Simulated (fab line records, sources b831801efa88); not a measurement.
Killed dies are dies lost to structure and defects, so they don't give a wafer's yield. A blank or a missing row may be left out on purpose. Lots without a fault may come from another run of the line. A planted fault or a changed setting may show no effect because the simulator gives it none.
Which tool did it? | flow sky130 | 11 lots, 33 wafers sampled, at 5 steps of a route of 708

WHAT THE GAUGES READ, wafer by wafer
SKY_CAPM_THK_MEAS_04: measures by xrf.
lot  | measured     | on            | CAPM_TIN_THK (nm)
L667 | day 37 18:37 | film_metro-04 | 202.1 203.9 201.7
L666 | day 37 18:41 | film_metro-02 | 201.1 197.1 197.8
L668 | day 38 06:21 | film_metro-02 | 197.5 201.1 198.3
L677 | day 40 15:06 | film_metro-04 | 204.9 210.1 203.0
L678 | day 41 10:07 | film_metro-02 | 201.0 201.0 202.0
L679 | day 41 10:24 | film_metro-01 | 199.9 199.6 199.6
L683 | day 42 08:59 | film_metro-02 | 196.2 196.9 196.8
L685 | day 42 21:58 | film_metro-01 | 201.4 202.9 201.6
L687 | day 43 15:32 | film_metro-01 | 197.3 200.1 199.2
L688 | day 43 17:49 | film_metro-01 | 204.7 200.8 204.0
L689 | day 43 22:56 | film_metro-01 | 199.8 200.9 201.6

SKY_CAPM_OVL_MEAS_12.
lot  | measured     | on         | CAPM_OVL (nm)
L667 | day 38 20:12 | overlay-01 | -0.8 1.3 0.2
L666 | day 38 20:32 | overlay-02 | 1.0 2.0 -0.3
L668 | day 39 07:54 | overlay-01 | 1.0 0.5 0.3
L677 | day 41 15:45 | overlay-02 | 3.7 1.5 3.2
L678 | day 42 10:32 | overlay-01 | 0.3 1.4 1.1
L679 | day 42 10:37 | overlay-02 | 0.8 2.0 1.4
L683 | day 43 08:40 | overlay-02 | 2.3 1.4 2.6
L685 | day 43 21:35 | overlay-01 | 1.1 1.8 0.7
L687 | day 44 14:47 | overlay-02 | 0.3 0.6 0.4
L688 | day 44 16:07 | overlay-02 | -1.3 -1.7 -1.1
L689 | day 44 21:55 | overlay-01 | -0.6 -0.5 0.2

WHICH TOOL RAN EACH LOT (tool, then ch and the chambers of the sampled wafers, then the start)
lot  | SKY_CONTACT_SPUTTER_23       | SKY_VIA1_STRIP_16                    | SKY_CAPM_SPUTTER_02
L667 | pvd_sputter-03, day 33 00:01 | plasma_asher-02 ch 0,1, day 35 08:37 | pvd_sputter-02, day 37 18:23
L666 | pvd_sputter-02, day 33 00:52 | plasma_asher-02 ch 0,1, day 35 09:42 | pvd_sputter-03, day 37 18:28
L668 | pvd_sputter-02, day 33 11:11 | plasma_asher-02 ch 0,1, day 35 19:50 | pvd_sputter-03, day 38 06:07
L677 | pvd_sputter-03, day 35 22:01 | plasma_asher-02 ch 0,1, day 38 06:40 | pvd_sputter-02, day 40 14:50
L678 | pvd_sputter-01, day 36 20:28 | plasma_asher-01 ch 0,1, day 39 02:24 | pvd_sputter-03, day 41 09:53
L679 | pvd_sputter-03, day 36 20:30 | plasma_asher-01 ch 0,1, day 39 03:41 | pvd_sputter-04, day 41 10:10
L683 | pvd_sputter-02, day 37 20:07 | plasma_asher-01 ch 0,1, day 40 02:40 | pvd_sputter-04, day 42 08:44
L685 | pvd_sputter-03, day 38 09:10 | plasma_asher-02 ch 0,1, day 40 15:57 | pvd_sputter-04, day 42 21:43
L687 | pvd_sputter-01, day 39 05:59 | plasma_asher-01 ch 0,1, day 41 11:09 | pvd_sputter-02, day 43 15:19
L688 | pvd_sputter-01, day 39 07:38 | plasma_asher-01 ch 0,1, day 41 13:30 | pvd_sputter-02, day 43 17:34
L689 | pvd_sputter-03, day 39 12:17 | plasma_asher-04 ch 0,1, day 41 18:17 | pvd_sputter-02, day 43 22:44
- SKY_CONTACT_SPUTTER_23: material TiN, target thk 20 nm, time 80 s.
- SKY_VIA1_STRIP_16: strips in O2/N2.
- SKY_CAPM_SPUTTER_02: material TiN, target thk 200 nm, time 166.7 s.

WHAT THE TOOLS THEMSELVES READ (means of the sampled wafers that have a number; where no wafer has one, the mark that the record gives instead)
SKY_CONTACT_SPUTTER_23.
lot  | tool           | throttle_valve_pct (%)
L667 | pvd_sputter-03 | 29.0
L666 | pvd_sputter-02 | 29.9
L668 | pvd_sputter-02 | 29.8
L677 | pvd_sputter-03 | 30.2
L678 | pvd_sputter-01 | 30.4
L679 | pvd_sputter-03 | 29.6
L683 | pvd_sputter-02 | 29.7
L685 | pvd_sputter-03 | 30.1
L687 | pvd_sputter-01 | 28.7
L688 | pvd_sputter-01 | 30.2
L689 | pvd_sputter-03 | 30.1

SKY_VIA1_STRIP_16.
lot  | tool            | drypump_motor_current_A (A) | oes_product_au (a.u.) | strip_time_to_endpoint_s (s)
L667 | plasma_asher-02 | 6.1                         | 0.419                 | 4.448
L666 | plasma_asher-02 | 5.9                         | 0.416                 | 4.449
L668 | plasma_asher-02 | 5.9                         | 0.415                 | 4.458
L677 | plasma_asher-02 | 6.1                         | 0.412                 | 4.424
L678 | plasma_asher-01 | 5.3                         | 0.417                 | 4.444
L679 | plasma_asher-01 | 5.2                         | 0.414                 | 4.490
L683 | plasma_asher-01 | 5.2                         | 0.414                 | 4.449
L685 | plasma_asher-02 | 6.1                         | 0.417                 | 4.443
L687 | plasma_asher-01 | 5.5                         | 0.417                 | 4.466
L688 | plasma_asher-01 | 5.2                         | 0.415                 | 4.478
L689 | plasma_asher-04 | 6.0                         | 0.418                 | 4.443

SKY_CAPM_SPUTTER_02.
lot  | tool           | throttle_valve_pct (%)
L667 | pvd_sputter-02 | 29.6
L666 | pvd_sputter-03 | 30.0
L668 | pvd_sputter-03 | 30.0
L677 | pvd_sputter-02 | 30.3
L678 | pvd_sputter-03 | 31.4
L679 | pvd_sputter-04 | 29.8
L683 | pvd_sputter-04 | 30.7
L685 | pvd_sputter-04 | 30.4
L687 | pvd_sputter-02 | 30.3
L688 | pvd_sputter-02 | 30.9
L689 | pvd_sputter-02 | 29.8

THE ANSWER, worked out from the rows above alone
Rule: what is usual is taken from the lots themselves. Put in order of their means at a reading, lots are off if they are a third of the lots or fewer, leave a main group of 4 or more, and stand apart from it by a gap of 3 or more times the standard deviation of the main group's means; of several such gaps the widest counts. A main group whose means are all the same, to the digits that the tables above print for the reading, isn't used. A lot without any number at a reading at which 4 lots or more have one is off too. The other lots that the step has rows for count as sound. The gauges are gone through in route order, then the tools' own readings, and for those a lot's mean is taken as printed above. The first step at which some lot is off is used, and at that step the reading that is off furthest; a lot without a number counts as furthest.
No lot is off at any reading shown: from this, nothing can be told.

WHAT THE SIMULATOR HAD PUT IN
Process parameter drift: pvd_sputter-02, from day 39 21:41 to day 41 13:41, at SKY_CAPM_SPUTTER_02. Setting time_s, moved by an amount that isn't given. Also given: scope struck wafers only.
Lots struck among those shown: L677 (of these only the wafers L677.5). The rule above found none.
